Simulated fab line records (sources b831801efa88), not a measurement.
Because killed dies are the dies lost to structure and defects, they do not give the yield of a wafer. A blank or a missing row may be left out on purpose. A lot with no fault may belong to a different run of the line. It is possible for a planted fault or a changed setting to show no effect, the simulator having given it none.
Which of the tools did it?	flow sky130	14 lots with 42 wafers sampled at 5 steps, on a route of 708 steps

WHAT THE GAUGES SHOWED, per wafer
SKY_LDD_N_TW_MEAS_17.
lot	measured	on	LDD_N_TW
L297	day 17 06:56	filmMetro-04	2576 2583 2576
L298	day 17 17:07	filmMetro-04	2577 2571 2567
L299	day 18 05:41	filmMetro-01	2626 2635 2626
L301	day 19 21:08	filmMetro-04	2576 2585 2582
L303	day 20 05:41	filmMetro-04	2570 2567 2576
L304	day 20 11:04	filmMetro-03	2592 2580 2581
L305	day 20 15:53	filmMetro-04	2579 2571 2563
L306	day 21 07:50	filmMetro-01	2644 2634 2622
L310	day 22 12:12	filmMetro-01	2648 2630 2642
L315	day 24 01:28	filmMetro-04	2566 2557 2561
L317	day 24 21:06	filmMetro-03	2604 2584 2592
L316	day 25 03:52	filmMetro-03	2575 2601 2584
L319	day 26 03:05	filmMetro-01	2616 2605 2614
L320	day 26 03:16	filmMetro-04	2582 2579 2576

SKY_LDD_LDN_TW_MEAS_13.
lot	measured	on	LDD_LDN_TW
L297	day 22 09:46	filmMetro-04	1476 1481 1479
L298	day 22 20:37	filmMetro-01	1516 1512 1517
L299	day 23 07:57	filmMetro-03	1478 1485 1473
L301	day 24 23:02	filmMetro-04	1460 1465 1460
L303	day 25 07:16	filmMetro-01	1506 1508 1508
L304	day 25 13:08	filmMetro-03	1492 1484 1487
L305	day 25 17:31	filmMetro-04	1472 1460 1466
L306	day 26 08:34	filmMetro-03	1478 1475 1472
L310	day 27 10:10	filmMetro-04	1471 1463 1475
L315	day 28 21:58	filmMetro-01	1382 1385 1379
L317	day 29 15:25	filmMetro-04	1468 1470 1477
L316	day 29 22:44	filmMetro-03	1345 1353 1355
L319	day 30 19:47	filmMetro-01	1506 1507 1505
L320	day 30 20:41	filmMetro-04	1473 1474 1478

SKY_SPACER_THK_MEAS_01.
lot	measured	on	SPACER_CVD_00_THK (nm)
L297	day 22 12:40	filmMetro-01	42.8 42.6 42.7
L298	day 22 21:56	filmMetro-03	42.7 43.3 43.2
L299	day 23 10:16	filmMetro-01	42.6 42.9 42.9
L301	day 25 00:44	filmMetro-03	43.2 43.5 43.1
L303	day 25 09:11	filmMetro-03	43.5 43.9 43.6
L304	day 25 15:23	filmMetro-03	43.5 43.1 43.1
L305	day 25 19:24	filmMetro-01	42.8 43.1 43.4
L306	day 26 09:52	filmMetro-01	43.4 43.6 43.6
L310	day 27 13:50	filmMetro-03	43.2 43.4 43.4
L317	day 29 17:19	filmMetro-03	43.5 44.0 43.5
L319	day 31 00:14	filmMetro-02	43.3 42.9 43.4
L320	day 31 00:14	filmMetro-01	42.7 43.0 42.7

SKY_POLY_CUT_CD_MEAS_08: target cd 270 nm.
lot	measured	on	cdNm (nm)
L297	day 23 19:02	cdSem-02	269.9 268.3 267.9
L298	day 24 04:19	cdSem-01	267.5 268.4 269.4
L299	day 24 16:16	cdSem-01	268.8 268.2 270.6
L301	day 26 06:43	cdSem-02	266.6 267.3 268.0
L303	day 26 14:37	cdSem-02	268.6 267.8 268.6
L304	day 26 20:50	cdSem-01	268.1 269.1 270.6
L305	day 27 00:19	cdSem-01	269.2 271.6 271.5
L306	day 27 14:05	cdSem-01	269.4 267.8 271.1
L310	day 28 18:24	cdSem-02	270.0 270.4 269.9
L317	day 30 20:21	cdSem-01	271.3 269.7 270.6
L319	day 32 02:50	cdSem-02	269.5 268.0 268.3
L320	day 32 02:28	cdSem-02	270.1 271.9 271.7

TOOL THAT RAN EACH LOT (tool first, then ch and the chambers of the sampled wafers, then the start)
lot	SKY_LDD_LDN_IMPLANT_11
L297	implanter-01 ch 0, day 22 09:32
L298	implanter-03 ch 0, day 22 20:22
L299	implanter-01 ch 0, day 23 07:42
L301	implanter-03 ch 0, day 24 22:47
L303	implanter-02 ch 0, day 25 07:01
L304	implanter-03 ch 0, day 25 12:54
L305	implanter-01 ch 0, day 25 17:16
L306	implanter-03 ch 0, day 26 08:19
L310	implanter-03 ch 0, day 27 09:55
L315	implanter-01, day 28 21:45
L317	implanter-02 ch 0, day 29 15:10
L316	implanter-01, day 29 22:29
L319	implanter-01 ch 0, day 30 19:33
L320	implanter-01 ch 0, day 30 20:26
- SKY_LDD_LDN_IMPLANT_11

AS READ BY THE TOOLS THEMSELVES (means over the sampled wafers that have a number; for cases with no such wafer, the mark the record gives instead)
SKY_LDD_LDN_IMPLANT_11.
lot	tool	beamEnergyKeV	beamOnS (s)	faradayCurrentUA
L297	implanter-01	14.999	9.80	71.7
L298	implanter-03	15.003	10.04	70.2
L299	implanter-01	15.004	9.97	70.9
L301	implanter-03	15.002	10.14	69.3
L303	implanter-02	14.997	9.84	71.8
L304	implanter-03	15.001	9.98	70.5
L305	implanter-01	15.001	10.14	69.7
L306	implanter-03	14.995	9.88	71.4
L310	implanter-03	14.994	9.75	72.1
L315	implanter-01	-	-	-
L317	implanter-02	14.998	10.04	70.3
L316	implanter-01	-	-	-
L319	implanter-01	14.998	10.02	70.5
L320	implanter-01	14.995	10.14	69.6

THE ANSWER, worked out from the rows above alone
Rule: the lots themselves supply what counts as usual. The widest of any qualifying gaps counts: lots, ordered by their means at a reading, are off when they make up no more than a third of the lots, leave a main group of 4 or more, and stand apart from it by 3 or more times the standard deviation of that group's means. A main group is skipped when, at the precision printed for the reading in the tables above, its means are all equal. Also off: a lot with no number at a reading for which 4 or more lots have one. The other lots that the step has rows for count as sound. First the gauges in route order, then the tools' own readings, where a lot's mean is used as printed above. The first step at which some lot is off is used, and at that step the reading that is off furthest; a lot without a number counts as furthest.
Off: at SKY_LDD_LDN_TW_MEAS_13 (LDD_LDN_TW), L315, L316. The main group: mean 1483, standard deviation 17.
If a tool, at a process step before that reading, ran all the lots that are off and no sound lot after the first of them, it fits. Not tried: the gauges at SKY_LDD_LDN_TW_MEAS_13; whatever is off there is also off at SKY_LDD_LDN_IMPLANT_11, on other tools, and gauge error can't account for it. Not one of the candidates tried fits.

WHAT THE SIMULATOR HAD INSERTED
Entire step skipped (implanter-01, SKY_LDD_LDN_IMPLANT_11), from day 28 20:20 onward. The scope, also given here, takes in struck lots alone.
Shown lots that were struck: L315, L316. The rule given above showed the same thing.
